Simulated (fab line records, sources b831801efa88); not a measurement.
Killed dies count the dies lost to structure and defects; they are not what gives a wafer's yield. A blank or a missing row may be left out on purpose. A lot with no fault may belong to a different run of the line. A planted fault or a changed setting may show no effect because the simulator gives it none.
A struck lot beside a sound one || flow sky130 || 14 steps out of a route of 708
Sound: the wafers L421.1, L421.4, L421.6. Wafers struck: L414.2, L414.4, L414.6. The cause comes at the end.
Per side, at each step with rows, come the tool, then ch with its chambers, and then its first start. Under that, the readings that differ: sound wafers || struck wafers || difference of the means || sigmas: that difference in standard deviations of wafers without a fault.
alike: a reading whose means differ by less than 2 such deviations, as well as words and numbers matching on both sides. not compared: withheld readings; readings where some wafer has no value; bounds like >300 that might hide an equal value; numbers whose values overlap and for which the record gives no deviation.
The two part at a step that has a row with sigmas, a row that says differs or no value, or rows on one side only. Non-overlapping numbers with no deviation appear without sigmas and do not part them. A reading missing from all wafers of one side parts the sides only when that side holds two or more wafers.

first, 4 steps without rows for these wafers: SKY_DNWELL_EXPOSE_04 (exposes mask DNM, target cd 3000 nm); SKY_DNWELL_PEB_05; SKY_DNWELL_DEVELOP_06 (develop time 60 s); SKY_DNWELL_IMPLANT_07.
SKY_DNWELL_STRIP_08: strips in O2/N2.
  sound on plasma-asher-01 ch 0,1, day 6 21:14; struck on plasma-asher-02 ch 0,1, day 5 09:47
  alike: drypump-motor-current-A, oes-product-au, strip-time-to-endpoint-s
  not compared: rf-hours-counter-h
SKY_DNWELL_TW_MEAS_09:
  sound on film-metro-01 at day 6 21:20; struck on film-metro-04 at day 5 09:54
{"reading": "DNWELL_TW", "sound": "1118 1117 1113", "struck": "1105 1100 1105", "difference": -13, "sigmas": -2}
then, 6 steps without rows for these wafers: SKY_PWDE_DEHYDRATE_00 (time 60 s); SKY_PWDE_HMDS_01 (prime time 60 s); SKY_PWDE_COAT_02 (resist thk 3000 nm); SKY_PWDE_SOFTBAKE_03; SKY_PWDE_EXPOSE_04 (exposes mask PWDEM, target cd 840 nm); SKY_PWDE_PEB_05.
SKY_PWDE_DEVELOP_06: develop time 60 s.
  sound on litho-track-01 ch 0, day 7 19:00; struck on litho-track-03, day 6 06:00
  no value came back on the struck wafers for chill-plate-temp-C (C), develop-time-s (s), developer-temp-C (C); on the sound wafers chill-plate-temp-C (C) reads 22.98 22.93 22.89
SKY_PWDE_OVL_MEAS_07:
  sound on overlay-01 at day 7 19:14; struck on overlay-02 at day 6 06:09
{"reading": "PWDE_OVL (nm)", "sound": "-2.2 -3.7 -0.3", "struck": "- - -", "difference": "no value on the struck wafers", "sigmas": ""}

WHERE THEY PART
At SKY_DNWELL_TW_MEAS_09 first; at SKY_PWDE_OVL_MEAS_07 last (within this record only).

WHY: the cause the simulator had injected
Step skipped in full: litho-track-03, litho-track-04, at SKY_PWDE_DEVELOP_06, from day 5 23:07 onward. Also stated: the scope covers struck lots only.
